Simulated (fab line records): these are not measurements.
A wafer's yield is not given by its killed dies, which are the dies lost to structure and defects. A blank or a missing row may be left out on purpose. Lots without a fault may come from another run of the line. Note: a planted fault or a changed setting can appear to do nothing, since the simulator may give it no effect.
Struck lot and sound lot, side by side -- flow sfq_line -- 41 out of 325 route steps
Sound: the wafers L982.1, L982.2, L982.3. Struck: wafers L984.1, L984.2, L984.4. The cause is named last.
For every step that has rows: the tool of each side, followed by ch and its chambers, followed by its first start. Under that, the readings that differ: sound wafers -- struck wafers -- difference of the means -- sigmas: that difference in standard deviations of wafers without a fault.
alike: a reading whose means differ by less than 2 such deviations, as well as words and numbers matching on both sides. not compared: withheld readings; readings where some wafer has no value; bounds like >300 that might hide an equal value; numbers whose values overlap and for which the record gives no deviation.
The two part at a step that has a row with sigmas, a row that says differs or no value, or rows on one side only. Non-overlapping numbers with no deviation appear without sigmas and do not part them. A reading that every wafer of one side lacks parts them only if that side has two wafers or more.

first, 6 steps without rows for these wafers: SFQ_TRILAYER_L0_VIA_LITHO_COAT_018 (resist thk 62 nm); SFQ_TRILAYER_L0_VIA_LITHO_COAT_013 (resist thk 650 nm); SFQ_TRILAYER_L0_VIA_LITHO_SOFTBAKE_017; SFQ_TRILAYER_L0_VIA_LITHO_EXPOSE_014 (exposes mask L0V, target cd 700 nm); SFQ_TRILAYER_L0_VIA_LITHO_PEB_016 (peb time 60 s); SFQ_TRILAYER_L0_VIA_LITHO_DEVELOP_015 (time 60 s).
SFQ_L0V_OVL_MEAS_903:
  sound on overlay-01, day 6 08:01; struck on overlay-01, day 6 15:19
reading,sound,struck,difference,sigmas
L0V_OVL (nm),2 3 6,-8 -2 -10,-10,-2
then, 2 steps without rows for these wafers: SFQ_TRILAYER_L0_VIA_BARC_OPEN_VIA_ETCH_021 (etches BARC in O2, target depth 125 nm, time 41.7 s); SFQ_TRILAYER_L0_VIA_ETCH_VIA_ETCH_016 (etches SiO2 in CHF3, stops on MoNx KI, target depth 80 nm).
SFQ_TRILAYER_L0_VIA_STRIP_STRIP_017: strips in O2.
  sound on rie_metal-03 ch 0,1, day 6 08:08; struck on rie_metal-01 ch 0,1, day 6 15:26
reading,sound,struck,difference,sigmas
oes_product_au (a.u.),1.010 1.017 1.006,0.995 0.990 0.993,-0.018,-2
  alike: drypump_motor_current_A, he_backside_leak_sccm
  not compared: rf_hours_counter_h
then, 2 steps without rows for these wafers: SFQ_TRILAYER_L0_VIA_STRIP_SOLV_CLEAN_018 (cleans in NMP, time 600 s); SFQ_TRILAYER_M0_DEP_PRE_CLEAN_020 (time 15 s).
SFQ_TRILAYER_M0_DEP_SPUTTER_019: material Nb, target thk 200 nm, time 133.3 s.
  sound on pvd_sputter-06, day 6 09:07; struck on pvd_sputter-06, day 6 16:14
reading,sound,struck,difference,sigmas
model.Nb_of_TRILAYER_M0_DEP_SPUTTER_019.thk_nm (nm),198.1 196.5 197.2,238 236.6 237.7,+40,
  alike: throttle_valve_pct
SFQ_M0_RS_MEAS_904: a four-point-probe measurement.
  sound on film_metro-04, day 6 09:12; struck on film_metro-03, day 6 16:37
reading,sound,struck,difference,sigmas
M0_NB_RS (ohm/sq),0.898 0.907 0.903,0.745 0.751 0.747,-0.155,-22
  not compared: hold
then, 5 steps without rows for these wafers: SFQ_TRILAYER_M0_LITHO_COAT_021 (resist thk 600 nm); SFQ_TRILAYER_M0_LITHO_SOFTBAKE_025; SFQ_TRILAYER_M0_LITHO_EXPOSE_022 (exposes mask M0, target cd 500 nm); SFQ_TRILAYER_M0_LITHO_PEB_024 (peb time 60 s); SFQ_TRILAYER_M0_LITHO_DEVELOP_023 (time 60 s).
-- the record jumps here: 2 days lie between the struck wafers' starts before and after --
SFQ_M0_OVL_MEAS_906:
  sound on overlay-02, day 8 10:31; struck on overlay-01, day 8 18:44
  alike: M0_OVL
then, 1 step without rows for these wafers: SFQ_TRILAYER_M0_BARC_OPEN_METAL_ETCH_031 (etches BARC in O2, target depth 125 nm, time 41.7 s).
SFQ_TRILAYER_M0_ETCH_METAL_ETCH_024: etches Nb in Cl2/Ar, stops on SiO2, target depth 240 nm, time 120 s.
  sound on rie_metal-02 ch 0,1, day 8 10:37; struck on rie_metal-02 ch 0,1, day 8 18:50
reading,sound,struck,difference,sigmas
oes_product_au (a.u.),0.885 0.887 0.889,0.981 0.987 0.978,+0.095,+16
  alike: drypump_motor_current_A, he_backside_leak_sccm
  not compared: rf_hours_counter_h
SFQ_TRILAYER_M0_STRIP_STRIP_025: strips in O2.
  sound on rie_metal-02 ch 0,1, day 8 10:44; struck on rie_metal-02 ch 0,1, day 8 18:58
  alike: drypump_motor_current_A, he_backside_leak_sccm, oes_product_au
  not compared: rf_hours_counter_h
then, 3 steps without rows for these wafers: SFQ_TRILAYER_M0_STRIP_SOLV_CLEAN_026 (cleans in NMP, time 600 s); SFQ_TRILAYER_I0_DEP_PECVD_027 (deposits SiO2 from SiH4/N2O, time 111.11 s, target thk 500 nm); SFQ_TRILAYER_I0_CMP_CMP_028 (polishes SiO2).
SFQ_I0_BOW_MEAS_907:
  sound on film_metro-03, day 8 14:53; struck on film_metro-03, day 9 00:13
  alike: I0_BOW
then, 7 steps without rows for these wafers: SFQ_TRILAYER_I0_METRO_MEASURE_029; SFQ_TRILAYER_I0_VIA_LITHO_COAT_036 (resist thk 60.99 nm); SFQ_TRILAYER_I0_VIA_LITHO_COAT_031 (resist thk 650 nm); SFQ_TRILAYER_I0_VIA_LITHO_SOFTBAKE_035; SFQ_TRILAYER_I0_VIA_LITHO_EXPOSE_032 (exposes mask I0, target cd 500 nm); SFQ_TRILAYER_I0_VIA_LITHO_PEB_034 (peb time 60 s); SFQ_TRILAYER_I0_VIA_LITHO_DEVELOP_033 (time 60 s).
-- the record jumps here: 2 days lie between the struck wafers' starts before and after --
SFQ_I0_OVL_MEAS_908:
  sound on overlay-01, day 10 23:32; struck on overlay-02, day 11 09:08
reading,sound,struck,difference,sigmas
I0_OVL (nm),3 3 4,-8 -8 -7,-11,-2
SFQ_TRILAYER_I0_VIA_BARC_OPEN_VIA_ETCH_046: etches BARC in O2, target depth 125 nm, time 41.7 s.
  sound on rie_diel-03 ch 0,2,3, day 10 23:34; struck on rie_diel-01 ch 0,1,2, day 11 09:10
  alike: drypump_motor_current_A, oes_product_au
  not compared: rf_hours_counter_h
SFQ_TRILAYER_I0_VIA_ETCH_VIA_ETCH_034: etches SiO2 in CHF3, stops on Nb, target depth 260 nm.
  sound on rie_diel-03 ch 0,2,3, day 10 23:37; struck on rie_diel-01 ch 0,1,2, day 11 09:13
  alike: drypump_motor_current_A, oes_product_au
SFQ_TRILAYER_I0_VIA_STRIP_STRIP_035: strips in O2.
  sound on rie_metal-01 ch 0,1, day 10 23:44; struck on rie_metal-01 ch 0,1, day 11 09:20
  alike: drypump_motor_current_A, he_backside_leak_sccm, oes_product_au
  not compared: rf_hours_counter_h
then, 2 steps without rows for these wafers: SFQ_TRILAYER_I0_VIA_STRIP_SOLV_CLEAN_036 (cleans in NMP, time 600 s); SFQ_TRILAYER_M1_DEP_PRE_CLEAN_038 (time 22.5 s).
-- the record jumps here: 65 days lie between the struck wafers' starts before and after --
SFQ_M8_BOW_MEAS_951:
  sound on film_metro-02, day 75 19:28; struck on film_metro-03, day 76 00:14
reading,sound,struck,difference,sigmas
model.etest.m0.ohm_um,1.792 1.805 1.796,1.498 1.505 1.501,-0.296,
model.etest.i0.link_ohm,1.981 1.996 1.99,1.829 1.833 1.82,-0.162,
model.etest.m0.ohm_sq,0.8989 0.9061 0.9029,0.7482 0.7525 0.7491,-0.1527,
  alike: M8_BOW

## WHERE THEY PART
First at SFQ_L0V_OVL_MEAS_903; last, within this record, at SFQ_I0_OVL_MEAS_908. Later steps at which nothing parts them and some readings are alike: SFQ_TRILAYER_I0_VIA_BARC_OPEN_VIA_ETCH_046, SFQ_TRILAYER_I0_VIA_ETCH_VIA_ETCH_034, SFQ_TRILAYER_I0_VIA_STRIP_STRIP_035, SFQ_M8_BOW_MEAS_951.

WHY: what the simulator had put in
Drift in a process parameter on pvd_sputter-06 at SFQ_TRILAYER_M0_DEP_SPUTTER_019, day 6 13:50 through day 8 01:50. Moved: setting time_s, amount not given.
